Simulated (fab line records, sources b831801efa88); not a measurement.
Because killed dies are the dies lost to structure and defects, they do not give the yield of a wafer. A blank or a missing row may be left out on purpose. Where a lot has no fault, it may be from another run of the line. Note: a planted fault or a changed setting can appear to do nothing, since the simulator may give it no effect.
fab line records	flow sky130
record: lots: 24	wafers: 72	last-day: 50
route steps=708 shown LI_CONTACT@378 VIA2@519 METAL3@536 VIA3@585 METAL5@661
lots that met no fault: taken from a fault-free run of the same line
start-h: start of the lot's first displayed wafer, in hours after the record's first day	wait-h: hours elapsed since this lot's preceding step	" the same as in the row above	L1.1+2: a single row standing in for several wafers	- no value, or no start was given	* or withheld: withheld	< > ~ a bound
route shown NAME@n: names a module that has steps shown in the file, with the first one's number in the route	usual: mean/standard deviation of fault-free wafers	same: alike in all rows	chamber/n: place in a boat	sites: readings site by site	_std_site: standard deviation across them	_edge_site: inner sites' mean taken away from outer sites' mean	radius-mm: how far each site lies from the wafer's centre	mask NAME#n: copy n	behind: the tool/chamber that last shaped the wafer	hold: reason for holding the lot/hours on hold/outcome of the hold	device: the transistor (n, p or np) that didn't switch	end of line: the route-end tests of the same wafers	where a step has no rows: the recipe by itself	killed: count of dies lost to structure and defects at first sort (not the wafer's yield)	map: a wafer's dies, x killed, . not, _ none there
set.NAME: the setting that was run; set.NAME@STEP: the one run at that earlier step	model.NAME: the simulator's own value behind a step, which no gauge read
the route's steps for a sample of lots (tables are steps, rows are wafers)
services: a tool's chamber out of use, with start hour (start-h, from the record's first day; less than 0 if before it), hours out, and reason
== steps ==
step: SKY_LI_CONTACT_STRIP_16
recipe: chemistry: O2/N2	power-w: 1400	pressure-mtorr: 1500	platen-temp-c: withheld	o2-flow-sccm: 3000	n2-flow-sccm: 300	overash-fraction: 0.5
usual: drypump-motor-current-A: 5.8/0.48	o2-flow-sccm: 2999/8.8	oes-product-au: 0.375/0.0046	strip-time-to-endpoint-s: 3.49/0.033
lot.wafer	tool	chamber	start-h	wait-h	drypump-motor-current-A	o2-flow-sccm	oes-product-au	rf-hours-counter-h	strip-time-to-endpoint-s
L074.1	plasma-asher-03	0	658.50	-	5.4	3011	0.376	51	3.53
L074.3	"	0	"	"	5.4	3001	0.371	-	3.51
L074.5	"	1	"	"	6.4	2999	0.364	-	3.50
L075.4	plasma-asher-02	0	672.04	-	5.9	3004	0.374	-	3.50
L075.5	"	0	"	"	5.9	2998	0.373	-	3.47
L075.6	"	1	"	"	6.1	2984	0.379	-	3.43
L076.2	plasma-asher-01	1	678.65	-	5.2	2996	0.373	75	3.49
L076.4	"	0	"	"	5.2	3001	0.372	-	3.53
L076.5	"	1	"	"	5.2	2996	0.370	-	3.48
L077.2	plasma-asher-03	0	691.69	-	5.4	3011	0.374	53	3.47
L077.3	"	1	"	"	6.4	3008	0.371	-	3.49
L077.6	"	0	"	"	5.4	3002	0.375	-	3.52
L078.1	plasma-asher-01	1	708.15	-	5.2	3007	0.377	78	3.47
L078.2	"	0	"	"	5.1	2997	0.376	78	3.50
L078.3	"	1	"	"	5.2	3005	0.378	-	3.55
L079.3	plasma-asher-03	1	721.98	-	6.4	3005	0.379	-	3.57
L079.4	"	0	"	"	5.4	2982	0.386	-	3.54
L079.6	"	1	"	"	6.4	2993	0.379	-	3.52
L080.2	plasma-asher-03	0	727.55	-	5.4	2996	0.369	56	3.47
L080.3	"	1	"	"	6.5	3008	0.382	-	3.54
L080.4	"	0	"	"	5.4	2993	0.373	-	3.51
L081.1	plasma-asher-02	0	730.80	-	5.9	3011	0.381	30	3.51
L081.5	"	0	"	"	5.9	3007	0.372	-	3.56
L081.6	"	1	"	"	6.1	2996	0.372	-	3.52
L082.1	plasma-asher-03	1	746.60	-	6.5	3003	0.379	59	3.46
L082.2	"	0	"	"	5.4	2995	0.375	59	3.47
L082.5	"	1	"	"	6.5	3009	0.377	-	3.45
L084.3	plasma-asher-03	1	752.58	-	6.4	3003	0.369	-	3.47
L084.5	"	1	"	"	6.4	3003	0.375	-	3.52
L084.6	"	0	"	"	5.4	3010	0.374	-	3.47
L083.1	plasma-asher-02	0	754.35	-	5.9	3002	0.384	33	3.52
L083.3	"	0	"	"	5.8	3006	0.366	-	3.51
L083.5	"	0	"	"	5.9	3002	0.381	-	3.53
L085.3	plasma-asher-02	0	756.09	-	5.8	3007	0.367	-	3.49
L085.4	"	1	"	"	6.2	2985	0.379	-	3.50
L085.6	"	1	"	"	6.1	2994	0.386	-	3.52
L086.1	plasma-asher-01	0	766.95	-	5.1	3008	0.378	84	3.48
L086.3	"	0	"	"	5.1	3000	0.377	-	3.50
L086.4	"	1	"	"	5.2	3006	0.376	-	3.51
L087.3	plasma-asher-03	0	776.09	-	5.4	2999	0.374	-	3.46
L087.4	"	1	"	"	6.4	2997	0.376	-	3.51
L087.6	"	0	"	"	5.4	3011	0.376	-	3.49
L088.1	plasma-asher-01	0	780.20	-	5.2	2988	0.375	85	3.54
L088.2	"	1	"	"	5.2	3001	0.378	85	3.53
L088.4	"	1	"	"	5.1	3013	0.374	-	3.52
L090.3	plasma-asher-02	0	813.33	-	5.9	2989	0.376	-	3.53
L090.5	"	1	"	"	6.2	3007	0.388	-	3.54
L090.6	"	0	"	"	5.9	2990	0.376	-	3.51
L091.2	plasma-asher-03	1	813.65	-	6.4	3008	0.374	66	3.42
L091.4	"	0	"	"	5.4	2986	0.377	-	3.45
L091.5	"	0	"	"	5.4	2998	0.366	-	3.44
L089.2	plasma-asher-01	0	814.00	-	5.1	3003	0.374	89	3.50
L089.4	"	0	"	"	5.2	2993	0.374	-	3.46
L089.5	"	1	"	"	5.2	2995	0.374	-	3.49
L092.4	plasma-asher-03	0	815.84	-	5.4	2999	0.380	-	3.44
L092.5	"	0	"	"	5.4	3006	0.372	-	3.46
L092.6	"	1	"	"	6.4	2989	0.378	-	3.49
L093.1	plasma-asher-02	1	825.24	-	6.1	3005	0.369	40	3.51
L093.5	"	1	"	"	6.1	3003	0.376	-	3.51
L093.6	"	0	"	"	5.8	2998	0.376	-	3.56
L094.3	plasma-asher-03	1	841.89	-	6.4	2987	0.378	-	3.46
L094.4	"	0	"	"	5.4	2997	0.375	-	3.47
L094.5	"	0	"	"	5.4	3003	0.380	-	3.53
L096.1	plasma-asher-02	0	860.56	-	5.8	3001	0.381	44	3.45
L096.3	"	1	"	"	6.1	2994	0.377	-	3.53
L096.6	"	1	"	"	6.1	3005	0.378	-	3.46
L095.1	plasma-asher-03	1	860.85	-	6.4	2980	0.385	71	3.46
L095.3	"	0	"	"	5.4	3012	0.371	-	3.47
L095.6	"	1	"	"	6.4	2991	0.378	-	3.45
L097.1	plasma-asher-02	0	865.02	-	5.9	2988	0.370	45	3.42
L097.2	"	1	"	"	6.1	2998	0.371	45	3.50
L097.3	"	0	"	"	5.9	2992	0.375	-	3.49
step: SKY_LI_CONTACT_RS_MEAS_22
recipe: thk-meas-gauge: four-point-probe	reads: W_of_LI_CONTACT_CVD_21+TiN_of_LI_CONTACT_SPUTTER_20+Ti_of_LI_CONTACT_SPUTTER_19
usual: LI_CONTACT_W_RS: 0.288/0.0037
lot.wafer	tool	chamber	start-h	wait-h	LI_CONTACT_W_RS[ohm/sq]
L074.1	film-metro-02	-	659.05	0.1	0.285
L074.3	"	-	"	"	0.284
L074.5	"	-	"	"	0.285
L075.4	film-metro-04	-	672.62	0.1	0.291
L075.5	"	-	"	"	0.289
L075.6	"	-	"	"	0.284
L076.2	film-metro-04	-	679.24	0.1	0.287
L076.4	"	-	"	"	0.286
L076.5	"	-	"	"	0.285
L077.2	film-metro-04	-	692.29	0.1	0.282
L077.3	"	-	"	"	0.283
L077.6	"	-	"	"	0.284
L078.1	film-metro-01	-	708.71	0.1	0.285
L078.2	"	-	"	"	0.285
L078.3	"	-	"	"	0.289
L079.3	film-metro-01	-	722.56	0.1	0.287
L079.4	"	-	"	"	0.291
L079.6	"	-	"	"	0.296
L080.2	film-metro-02	-	728.13	0.1	0.285
L080.3	"	-	"	"	0.290
L080.4	"	-	"	"	0.292
L081.1	film-metro-01	-	731.36	0.1	0.294
L081.5	"	-	"	"	0.294
L081.6	"	-	"	"	0.288
L082.1	film-metro-04	-	747.15	0.1	0.287
L082.2	"	-	"	"	0.288
L082.5	"	-	"	"	0.285
L084.3	film-metro-04	-	753.14	0.1	0.286
L084.5	"	-	"	"	0.280
L084.6	"	-	"	"	0.284
L083.1	film-metro-04	-	754.92	0.1	0.288
L083.3	"	-	"	"	0.289
L083.5	"	-	"	"	0.287
L085.3	film-metro-01	-	756.67	0.1	0.281
L085.4	"	-	"	"	0.284
L085.6	"	-	"	"	0.287
L086.1	film-metro-01	-	767.51	0.1	0.286
L086.3	"	-	"	"	0.284
L086.4	"	-	"	"	0.285
L087.3	film-metro-01	-	776.65	0.1	0.289
L087.4	"	-	"	"	0.283
L087.6	"	-	"	"	0.290
L088.1	film-metro-02	-	780.75	0.1	0.285
L088.2	"	-	"	"	0.288
L088.4	"	-	"	"	0.287
L090.3	film-metro-02	-	813.91	0.1	0.287
L090.5	"	-	"	"	0.285
L090.6	"	-	"	"	0.283
L091.2	film-metro-04	-	814.24	0.1	0.297
L091.4	"	-	"	"	0.291
L091.5	"	-	"	"	0.293
L089.2	film-metro-01	-	814.57	0.1	0.285
L089.4	"	-	"	"	0.285
L089.5	"	-	"	"	0.288
L092.4	film-metro-01	-	816.42	0.1	0.295
L092.5	"	-	"	"	0.291
L092.6	"	-	"	"	0.293
L093.1	film-metro-04	-	825.80	0.1	0.293
L093.5	"	-	"	"	0.292
L093.6	"	-	"	"	0.288
L094.3	film-metro-01	-	842.47	0.1	0.288
L094.4	"	-	"	"	0.285
L094.5	"	-	"	"	0.286
L096.1	film-metro-02	-	861.11	0.1	0.289
L096.3	"	-	"	"	0.287
L096.6	"	-	"	"	0.292
L095.1	film-metro-04	-	861.40	0.1	0.287
L095.3	"	-	"	"	0.285
L095.6	"	-	"	"	0.289
L097.1	film-metro-01	-	865.57	0.1	0.290
L097.2	"	-	"	"	0.288
L097.3	"	-	"	"	0.289
step: SKY_VIA2_CD_MEAS_12
recipe: target-cd-nm: 200
usual: cd-nm: 200.0/1.3
lot.wafer	tool	chamber	start-h	wait-h	cd-nm
L074.1	cd-sem-01	-	827.01	-	199.6
L074.3	"	-	"	"	201.0
L074.5	"	-	"	"	200.9
L075.4	cd-sem-02	-	839.95	-	200.1
L075.5	"	-	"	"	202.2
L075.6	"	-	"	"	201.6
L076.2	cd-sem-02	-	847.91	-	201.3
L076.4	"	-	"	"	201.3
L076.5	"	-	"	"	201.3
L077.2	cd-sem-02	-	860.64	-	199.8
L077.3	"	-	"	"	199.6
L077.6	"	-	"	"	199.7
L078.1	cd-sem-02	-	875.56	-	201.5
L078.2	"	-	"	"	201.1
L078.3	"	-	"	"	200.3
L079.3	cd-sem-01	-	889.58	-	199.1
L079.4	"	-	"	"	199.6
L079.6	"	-	"	"	199.5
L080.2	cd-sem-02	-	893.69	-	198.7
L080.3	"	-	"	"	198.8
L080.4	"	-	"	"	198.1
L081.1	cd-sem-02	-	897.26	-	200.3
L081.5	"	-	"	"	199.6
L081.6	"	-	"	"	200.7
L082.1	cd-sem-01	-	911.31	-	197.9
L082.2	"	-	"	"	197.0
L082.5	"	-	"	"	198.2
L084.3	cd-sem-01	-	917.53	-	198.4
L084.5	"	-	"	"	198.8
L084.6	"	-	"	"	199.5
L083.1	cd-sem-02	-	919.89	-	201.7
L083.3	"	-	"	"	201.3
L083.5	"	-	"	"	201.1
L085.3	cd-sem-02	-	920.95	-	203.2
L085.4	"	-	"	"	202.9
L085.6	"	-	"	"	201.4
L086.1	cd-sem-01	-	930.11	-	197.6
L086.3	"	-	"	"	199.7
L086.4	"	-	"	"	198.8
L087.3	cd-sem-01	-	938.21	-	200.4
L087.4	"	-	"	"	200.5
L087.6	"	-	"	"	200.2
L088.1	cd-sem-02	-	943.59	-	202.1
L088.2	"	-	"	"	200.7
L088.4	"	-	"	"	200.8
L090.3	cd-sem-02	-	973.58	-	198.8
L090.5	"	-	"	"	198.4
L090.6	"	-	"	"	199.8
L091.2	cd-sem-01	-	973.68	-	200.5
L091.4	"	-	"	"	200.0
L091.5	"	-	"	"	199.6
L089.2	cd-sem-01	-	974.29	-	200.1
L089.4	"	-	"	"	199.7
L089.5	"	-	"	"	199.2
L092.4	cd-sem-01	-	975.47	-	198.8
L092.5	"	-	"	"	200.0
L092.6	"	-	"	"	198.5
L093.1	cd-sem-02	-	984.27	-	199.5
L093.5	"	-	"	"	200.0
L093.6	"	-	"	"	199.8
L094.3	cd-sem-02	-	999.78	-	199.2
L094.4	"	-	"	"	198.6
L094.5	"	-	"	"	199.5
L096.1	cd-sem-02	-	1015.96	-	201.5
L096.3	"	-	"	"	201.4
L096.6	"	-	"	"	201.5
L095.1	cd-sem-01	-	1016.31	-	197.3
L095.3	"	-	"	"	198.7
L095.6	"	-	"	"	198.5
L097.1	cd-sem-02	-	1020.79	-	200.0
L097.2	"	-	"	"	201.7
L097.3	"	-	"	"	200.7
step: SKY_METAL3_SPUTTER_04
recipe: material: TiN	target-thk-nm: 70	power-w: 6500	time-s: 58.3	chamber-pressure-pa: 0.4
usual: throttle-valve-pct: 30.1/1.3
same: time-s: 58.3
lot.wafer	tool	chamber	start-h	wait-h	throttle-valve-pct
L074.1	pvd-sputter-03	-	828.68	0.0	28.5
L074.3	"	-	"	"	31.1
L074.5	"	-	"	"	30.3
L075.4	pvd-sputter-02	-	841.55	0.0	30.7
L075.5	"	-	"	"	30.2
L075.6	"	-	"	"	29.2
L076.2	pvd-sputter-03	-	849.52	0.0	30.1
L076.4	"	-	"	"	30.8
L076.5	"	-	"	"	28.6
L077.2	pvd-sputter-03	-	862.25	0.0	30.9
L077.3	"	-	"	"	29.9
L077.6	"	-	"	"	29.5
L078.1	pvd-sputter-04	-	877.53	0.0	29.5
L078.2	"	-	"	"	32.1
L078.3	"	-	"	"	32.2
L079.3	pvd-sputter-02	-	891.32	0.0	29.4
L079.4	"	-	"	"	30.0
L079.6	"	-	"	"	29.2
L080.2	pvd-sputter-03	-	895.30	0.0	29.2
L080.3	"	-	"	"	30.1
L080.4	"	-	"	"	31.0
L081.1	pvd-sputter-04	-	903.68	0.0	32.3
L081.5	"	-	"	"	28.7
L081.6	"	-	"	"	29.2
L082.1	pvd-sputter-03	-	912.95	0.0	30.0
L082.2	"	-	"	"	31.1
L082.5	"	-	"	"	30.2
L084.3	pvd-sputter-03	-	919.17	0.0	31.3
L084.5	"	-	"	"	30.8
L084.6	"	-	"	"	30.2
L083.1	pvd-sputter-04	-	921.63	0.0	28.6
L083.3	"	-	"	"	32.0
L083.5	"	-	"	"	29.2
L085.3	pvd-sputter-02	-	922.58	0.0	30.3
L085.4	"	-	"	"	30.0
L085.6	"	-	"	"	29.2
L086.1	pvd-sputter-04	-	931.75	0.0	28.3
L086.3	"	-	"	"	29.4
L086.4	"	-	"	"	32.2
L087.3	pvd-sputter-02	-	939.84	0.0	29.5
L087.4	"	-	"	"	30.4
L087.6	"	-	"	"	30.3
L088.1	pvd-sputter-02	-	945.25	0.0	28.5
L088.2	"	-	"	"	30.2
L088.4	"	-	"	"	30.2
L090.3	pvd-sputter-03	-	975.17	0.0	28.7
L090.5	"	-	"	"	31.1
L090.6	"	-	"	"	30.1
L091.2	pvd-sputter-02	-	975.35	0.0	30.2
L091.4	"	-	"	"	28.4
L091.5	"	-	"	"	30.2
L089.2	pvd-sputter-04	-	975.91	0.0	32.1
L089.4	"	-	"	"	28.9
L089.5	"	-	"	"	32.2
L092.4	pvd-sputter-04	-	977.10	0.0	32.2
L092.5	"	-	"	"	29.5
L092.6	"	-	"	"	32.1
L093.1	pvd-sputter-04	-	985.94	0.0	32.0
L093.5	"	-	"	"	28.6
L093.6	"	-	"	"	29.2
L094.3	pvd-sputter-03	-	1001.40	0.0	30.9
L094.4	"	-	"	"	29.3
L094.5	"	-	"	"	30.1
L096.1	pvd-sputter-04	-	1017.63	0.0	28.4
L096.3	"	-	"	"	29.4
L096.6	"	-	"	"	28.6
L095.1	pvd-sputter-04	-	1017.95	0.0	28.4
L095.3	"	-	"	"	32.2
L095.6	"	-	"	"	32.2
L097.1	pvd-sputter-04	-	1022.42	0.0	32.3
L097.2	"	-	"	"	32.0
L097.3	"	-	"	"	28.1
step: SKY_VIA3_CD_MEAS_12
recipe: target-cd-nm: 200
usual: cd-nm: 200.2/1.5
lot.wafer	tool	chamber	start-h	wait-h	cd-nm
L074.1	cd-sem-01	-	908.26	-	200.2
L074.3	"	-	"	"	200.2
L074.5	"	-	"	"	199.7
L075.4	cd-sem-01	-	920.62	-	200.0
L075.5	"	-	"	"	198.9
L075.6	"	-	"	"	198.6
L076.2	cd-sem-02	-	928.28	-	202.3
L076.4	"	-	"	"	201.9
L076.5	"	-	"	"	201.7
L077.2	cd-sem-02	-	939.06	-	201.3
L077.3	"	-	"	"	200.9
L077.6	"	-	"	"	200.8
L078.1	cd-sem-01	-	953.79	-	196.9
L078.2	"	-	"	"	196.2
L078.3	"	-	"	"	196.7
L079.3	cd-sem-02	-	968.28	-	197.8
L079.4	"	-	"	"	198.1
L079.6	"	-	"	"	198.3
L080.2	cd-sem-02	-	971.73	-	201.6
L080.3	"	-	"	"	200.1
L080.4	"	-	"	"	201.7
L081.1	cd-sem-01	-	978.79	-	199.8
L081.5	"	-	"	"	200.5
L081.6	"	-	"	"	199.6
L082.1	cd-sem-01	-	986.56	-	201.1
L082.2	"	-	"	"	200.5
L082.5	"	-	"	"	199.9
L084.3	cd-sem-01	-	994.25	-	202.0
L084.5	"	-	"	"	201.2
L084.6	"	-	"	"	202.2
L083.1	cd-sem-01	-	996.66	-	202.5
L083.3	"	-	"	"	201.5
L083.5	"	-	"	"	200.8
L085.3	cd-sem-02	-	997.05	-	198.6
L085.4	"	-	"	"	198.0
L085.6	"	-	"	"	199.5
L086.1	cd-sem-01	-	1006.36	-	203.2
L086.3	"	-	"	"	202.5
L086.4	"	-	"	"	203.3
L087.3	cd-sem-01	-	1011.90	-	199.1
L087.4	"	-	"	"	199.5
L087.6	"	-	"	"	199.2
L088.1	cd-sem-01	-	1018.11	-	198.2
L088.2	"	-	"	"	199.8
L088.4	"	-	"	"	197.5
L090.3	cd-sem-02	-	1045.90	-	200.4
L090.5	"	-	"	"	200.1
L090.6	"	-	"	"	202.1
L091.2	cd-sem-02	-	1046.53	-	201.8
L091.4	"	-	"	"	201.5
L091.5	"	-	"	"	201.1
L089.2	cd-sem-01	-	1046.58	-	201.4
L089.4	"	-	"	"	201.8
L089.5	"	-	"	"	202.4
L092.4	cd-sem-01	-	1046.97	-	200.7
L092.5	"	-	"	"	198.9
L092.6	"	-	"	"	199.3
L093.1	cd-sem-02	-	1055.16	-	201.0
L093.5	"	-	"	"	201.1
L093.6	"	-	"	"	200.8
L094.3	cd-sem-02	-	1070.05	-	200.2
L094.4	"	-	"	"	201.2
L094.5	"	-	"	"	200.7
L096.1	cd-sem-02	-	1084.06	-	200.5
L096.3	"	-	"	"	201.2
L096.6	"	-	"	"	202.2
L095.1	cd-sem-01	-	1085.21	-	199.6
L095.3	"	-	"	"	200.1
L095.6	"	-	"	"	199.9
L097.1	cd-sem-01	-	1089.29	-	198.8
L097.2	"	-	"	"	199.8
L097.3	"	-	"	"	198.8
step: SKY_METAL5_SPUTTER_00
recipe: material: Ti	target-thk-nm: 15	power-w: 3000	time-s: 10	chamber-pressure-pa: 0.4
usual: throttle-valve-pct: 30.1/1.2
same: time-s: 10
lot.wafer	tool	chamber	start-h	wait-h	throttle-valve-pct
L074.1	pvd-sputter-04	-	986.36	0.1	32.4
L074.3	"	-	"	"	29.4
L074.5	"	-	"	"	32.1
L075.4	pvd-sputter-04	-	996.71	0.1	32.6
L075.5	"	-	"	"	29.2
L075.6	"	-	"	"	32.2
L076.2	pvd-sputter-01	-	1005.02	0.1	30.3
L076.4	"	-	"	"	30.5
L076.5	"	-	"	"	30.4
L077.2	pvd-sputter-02	-	1015.44	0.1	29.8
L077.3	"	-	"	"	28.6
L077.6	"	-	"	"	28.3
L078.1	pvd-sputter-02	-	1028.32	0.2	30.0
L078.2	"	-	"	"	30.4
L078.3	"	-	"	"	28.4
L079.3	pvd-sputter-01	-	1042.10	0.2	30.9
L079.4	"	-	"	"	29.6
L079.6	"	-	"	"	30.4
L080.2	pvd-sputter-04	-	1044.87	0.2	32.3
L080.3	"	-	"	"	28.5
L080.4	"	-	"	"	32.0
L081.1	pvd-sputter-02	-	1052.10	0.2	29.7
L081.5	"	-	"	"	28.4
L081.6	"	-	"	"	29.9
L082.1	pvd-sputter-01	-	1057.41	0.2	29.5
L082.2	"	-	"	"	30.7
L082.5	"	-	"	"	30.6
L084.3	pvd-sputter-04	-	1066.41	0.2	32.0
L084.5	"	-	"	"	32.0
L084.6	"	-	"	"	29.5
L083.1	pvd-sputter-04	-	1069.08	0.1	28.5
L083.3	"	-	"	"	32.1
L083.5	"	-	"	"	29.1
L085.3	pvd-sputter-02	-	1069.29	0.1	29.3
L085.4	"	-	"	"	28.0
L085.6	"	-	"	"	29.5
L086.1	pvd-sputter-01	-	1077.62	0.1	29.5
L086.3	"	-	"	"	30.9
L086.4	"	-	"	"	30.5
L087.3	pvd-sputter-04	-	1080.42	0.2	29.4
L087.4	"	-	"	"	32.0
L087.6	"	-	"	"	28.7
L088.1	pvd-sputter-02	-	1088.02	0.1	30.3
L088.2	"	-	"	"	29.7
L088.4	"	-	"	"	30.1
L090.3	pvd-sputter-04	-	1113.96	0.1	29.3
L090.5	"	-	"	"	32.3
L090.6	"	-	"	"	28.2
L091.2	pvd-sputter-01	-	1114.31	0.1	30.7
L091.4	"	-	"	"	30.4
L091.5	"	-	"	"	29.7
L089.2	pvd-sputter-04	-	1114.49	0.1	32.1
L089.4	"	-	"	"	28.7
L089.5	"	-	"	"	32.1
L092.4	pvd-sputter-02	-	1114.61	0.2	30.1
L092.5	"	-	"	"	29.1
L092.6	"	-	"	"	29.9
L093.1	pvd-sputter-01	-	1122.50	0.2	30.3
L093.5	"	-	"	"	30.6
L093.6	"	-	"	"	29.5
L094.3	pvd-sputter-01	-	1136.11	0.2	30.7
L094.4	"	-	"	"	29.3
L094.5	"	-	"	"	30.7
L096.1	pvd-sputter-04	-	1147.61	0.2	32.1
L096.3	"	-	"	"	28.4
L096.6	"	-	"	"	32.1
L095.1	pvd-sputter-01	-	1148.21	0.1	29.6
L095.3	"	-	"	"	30.5
L095.6	"	-	"	"	29.4
L097.1	pvd-sputter-02	-	1152.12	0.2	30.0
L097.2	"	-	"	"	30.4
L097.3	"	-	"	"	28.6
== services ==
tool	chamber	start-h	hours	kind
pvd-sputter-04	-	655.27	3.0	repair
plasma-asher-03	-	662.69	1.1	repair
pvd-sputter-04	-	673.95	0.9	repair
pvd-sputter-01	-	686.96	4.5	repair
plasma-asher-02	-	692.52	2.8	pm
plasma-asher-03	-	715.79	4.5	repair
plasma-asher-02	-	725.45	1.5	repair
pvd-sputter-04	-	728.96	1.7	repair
pvd-sputter-04	-	829.68	2.6	repair
pvd-sputter-04	-	842.94	2.8	repair
pvd-sputter-01	-	892.39	7.3	repair
pvd-sputter-04	-	905.54	3.6	repair
plasma-asher-03	-	969.84	8.0	repair
pvd-sputter-02	-	978.97	7.7	repair
pvd-sputter-03	-	983.43	1.9	repair
pvd-sputter-01	-	984.57	1.2	repair
pvd-sputter-02	-	996.28	1.3	repair
pvd-sputter-02	-	997.45	8.9	repair
pvd-sputter-01	-	1015.28	2.1	repair
pvd-sputter-03	-	1017.08	2.3	repair
pvd-sputter-04	-	1036.32	7.4	repair
pvd-sputter-02	-	1041.83	2.8	repair
pvd-sputter-01	-	1058.95	10.0	repair
plasma-asher-02	-	1105.56	1.1	repair
== key ==
fault none
